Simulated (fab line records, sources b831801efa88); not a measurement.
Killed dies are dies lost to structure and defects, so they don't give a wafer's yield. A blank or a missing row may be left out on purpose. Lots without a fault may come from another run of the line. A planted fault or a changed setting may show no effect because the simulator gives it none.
Which tool did it? | flow sky130 | 14 lots, 42 wafers sampled, at 3 steps of a route of 708

WHAT THE GAUGES READ, wafer by wafer
SKY_VT_ADJUST_HVTR_CD_MEAS_07: target cd 380 nm. Usual: cd_nm 379.4 nm, standard deviation 2.
lot  | measured     | on        | cd_nm (nm)        | flag
L208 | day 9 13:10  | cd_sem-01 | 382.2 379.4 381.7 |
L209 | day 9 19:34  | cd_sem-01 | 380.5 378.3 377.6 |
L210 | day 10 03:21 | cd_sem-02 | 380.6 378.8 379.8 |
L213 | day 10 18:37 | cd_sem-01 | 380.9 381.0 379.7 |
L214 | day 11 04:58 | cd_sem-01 | 378.4 377.4 377.3 |
L215 | day 12 06:37 | cd_sem-02 | 378.2 375.3 378.3 |
L216 | day 12 07:20 | cd_sem-01 | 383.1 382.8 380.8 |
L218 | day 12 16:34 | cd_sem-01 | 378.1 379.5 376.9 |
L221 | day 13 17:14 | cd_sem-02 | 382.0 381.0 379.6 |
L222 | day 13 17:59 | cd_sem-01 | 382.4 386.2 383.2 |
L225 | day 14 06:17 | cd_sem-01 | 375.5 375.6 376.6 |
L228 | day 14 21:40 | cd_sem-01 | 376.4 376.6 378.7 |
L229 | day 15 09:28 | cd_sem-01 | 379.8 376.9 379.0 |
L231 | day 16 00:10 | cd_sem-02 | 378.4 379.9 382.0 |

SKY_SONOS_TUNNEL_TW_MEAS_12. Usual: SONOS_TUNNEL_TW 198.4, standard deviation 0.8.
lot  | measured     | on            | SONOS_TUNNEL_TW   | flag
L208 | day 11 12:02 | film_metro-03 | 198.4 197.5 197.1 |
L209 | day 11 18:29 | film_metro-03 | 197.8 197.4 197.6 |
L210 | day 12 03:41 | film_metro-02 | 198.4 199.6 198.8 |
L213 | day 12 17:48 | film_metro-01 | 198.5 198.6 198.1 |
L214 | day 13 01:32 | film_metro-01 | 197.3 197.6 197.6 |
L215 | day 13 20:50 | film_metro-02 | 198.9 197.8 198.8 |
L216 | day 13 21:28 | film_metro-01 | 197.5 198.1 198.4 |
L218 | day 14 07:18 | film_metro-02 | 198.8 198.5 198.6 |
L221 | day 15 21:28 | film_metro-03 | 200.1 200.3 199.2 |
L222 | day 15 22:58 | film_metro-02 | 199.2 198.7 198.4 |
L225 | day 16 12:46 | film_metro-01 | 198.0 198.8 198.8 |
L228 | day 17 05:23 | film_metro-01 | 197.8 198.0 198.6 |
L229 | day 17 18:26 | film_metro-03 | 198.9 199.6 198.5 |
L231 | day 18 10:38 | film_metro-01 | 197.5 199.6 198.1 |

SKY_SONOS_ONO_OVL_MEAS_14. Usual: SONOS_ONO_OVL 0.8 nm, standard deviation 1.7.
lot  | measured     | on         | SONOS_ONO_OVL (nm) | flag
L208 | day 12 16:56 | overlay-02 | 2.4 -0.7 2.3       |
L209 | day 12 23:05 | overlay-02 | -0.6 1.1 2.8       |
L210 | day 13 05:00 | overlay-01 | 1.3 0.1 1.7        |
L213 | day 13 19:29 | overlay-01 | 1.3 1.0 0.6        |
L214 | day 14 00:48 | overlay-02 | -0.7 0.2 0.6       |
L215 | day 15 02:17 | overlay-01 | 2.7 0.7 2.8        |
L216 | day 15 05:27 | overlay-01 | 0.4 0.1 -0.1       |
L218 | day 15 17:44 | overlay-02 | -0.3 -1.9 -1.8     |
L221 | day 17 05:54 | overlay-01 | 4.3 2.9 3.0        |
L222 | day 17 08:20 | overlay-02 | 2.0 1.4 1.8        |
L225 | day 17 23:11 | overlay-01 | 2.7 2.4 0.5        |
L228 | day 18 15:08 | overlay-01 | 3.3 1.0 3.3        |
L229 | day 19 05:08 | overlay-01 | 2.4 2.7 3.0        |
L231 | day 19 21:28 | overlay-02 | -1.3 -2.7 -3.8     |

WHICH TOOL RAN EACH LOT (tool, then ch and the chambers of the sampled wafers, then the start)
The record holds no process step before these readings.

WHAT THE TOOLS THEMSELVES READ (means of the sampled wafers that have a number; where no wafer has one, the mark that the record gives instead)
The record holds no such reading with a usual standard deviation.

THE ANSWER, worked out from the rows above alone
Rule: a lot is off if the mean of its wafers that have a number lies more than 3 standard deviations from the usual mean. A lot without any number at a reading at which 4 lots or more have one is off too. The other lots that the step has rows for count as sound. The gauges are gone through in route order, then the tools' own readings, and for those a lot's mean is taken as printed above. The first step at which some lot is off is used, and at that step the reading that is off furthest; a lot without a number counts as furthest.
No lot is off at any reading shown: from this, nothing can be told.

WHAT THE SIMULATOR HAD PUT IN
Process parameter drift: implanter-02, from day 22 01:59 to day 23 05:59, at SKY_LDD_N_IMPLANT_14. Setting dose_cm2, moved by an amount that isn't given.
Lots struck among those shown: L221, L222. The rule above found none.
